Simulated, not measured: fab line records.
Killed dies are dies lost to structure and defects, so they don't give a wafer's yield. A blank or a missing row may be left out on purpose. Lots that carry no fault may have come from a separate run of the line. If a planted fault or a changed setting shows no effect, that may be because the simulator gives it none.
2 desks looking at one fault	flow sky130	every desk sees just its own numbers, and what lay behind them comes last

== FOR THE TOOL OWNER'S DESK: pvd sputter-03 ==
At SKY_CAPM_SPUTTER_02 (material TiN, target thk 200 nm, time 166.7 s) the tool's own readings: per lot run on this tool, the mean of the sampled wafers that have a number. A lot is out of limits, marked OUT, if its mean lies more than 4 standard deviations from the usual mean; the brackets give that distance.
Columns: A = substrate temp c at SKY_CAPM_SPUTTER_02, usual 300.00 C; B = throttle valve pct at SKY_CAPM_SPUTTER_02, usual 29.9 %
lot	first seen here	A	B
L729	day 38 15:49	300.09	29.2
L731	day 39 09:46	300.12	30.0
L733	day 39 10:43	299.97	30.0
L735	day 40 03:58	300.02	29.7
Result from this desk: across the 4 lots, nothing is out of limits.

== THE METROLOGY DESK ==
Means of the sampled wafers that have a number, per lot and without regard to the tool the lot ran on: this is what the gauges read. A lot is out of limits, marked OUT, if its mean lies more than 4 standard deviations from the usual mean; the brackets give that distance.
Columns: A = VIA2_BOW at SKY_VIA2_BOW_MEAS_03, usual 87 um; B = VIA2_OVL at SKY_VIA2_OVL_MEAS_13, usual -1 nm; C = CAPM_CVD_00_THK at SKY_CAPM_THK_MEAS_01, usual 15.41 nm; D = CAPM_TIN_RS at SKY_CAPM_RS_MEAS_03, usual 6.90 ohm/sq; E = CAPM_TIN_THK at SKY_CAPM_THK_MEAS_04, usual 202.1 nm
lot	first seen here	A	B	C	D	E
L722	day 34 09:02	88	-4	15.47	6.83	204.5
L725	day 35 18:09	93	8	15.27	6.91	202.2
L726	day 36 08:38	93	-4	15.60	6.89	202.7
L729	day 37 07:10	87	-7	15.11	6.90	201.9
L731	day 38 07:02	92	2	15.60	6.95	200.7
L733	day 38 08:16	86	-11	15.35	8.05 (+15) OUT	178.5 (-11) OUT
L735	day 39 02:14	83	-2	15.38	8.04 (+15) OUT	179.7 (-10) OUT
L736	day 39 07:17	81	3	15.34	6.93	202.0
L741	day 41 00:42	87	-4	15.73	7.00	199.4
L743	day 42 09:11	86	1	15.25	6.82	202.8
This desk finds L733, L735 out of limits, with the earliest case on L733 at day 39 10:52 (CAPM_TIN_RS at SKY_CAPM_RS_MEAS_03). L722, L725, L726, L729, L731, L736, L741, L743: within limits.

== BROUGHT TOGETHER ==
At day 39 10:52 the metrology desk could have sounded an alarm, on L733, L735.
Nothing out of limits was seen by the tool owner's desk.
The tool owner's desk has L733, L735 on record, within its limits.
On pvd sputter-03, each named lot ran SKY_CAPM_SPUTTER_02.

== WHAT HAD BEEN PUT IN BY THE SIMULATOR ==
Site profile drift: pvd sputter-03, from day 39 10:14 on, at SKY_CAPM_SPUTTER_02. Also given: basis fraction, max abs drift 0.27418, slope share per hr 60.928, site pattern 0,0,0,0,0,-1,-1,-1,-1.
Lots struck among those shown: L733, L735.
Per desk, hours elapsed from the start of the fault to the first reading out of limits: for the metrology desk, 1.
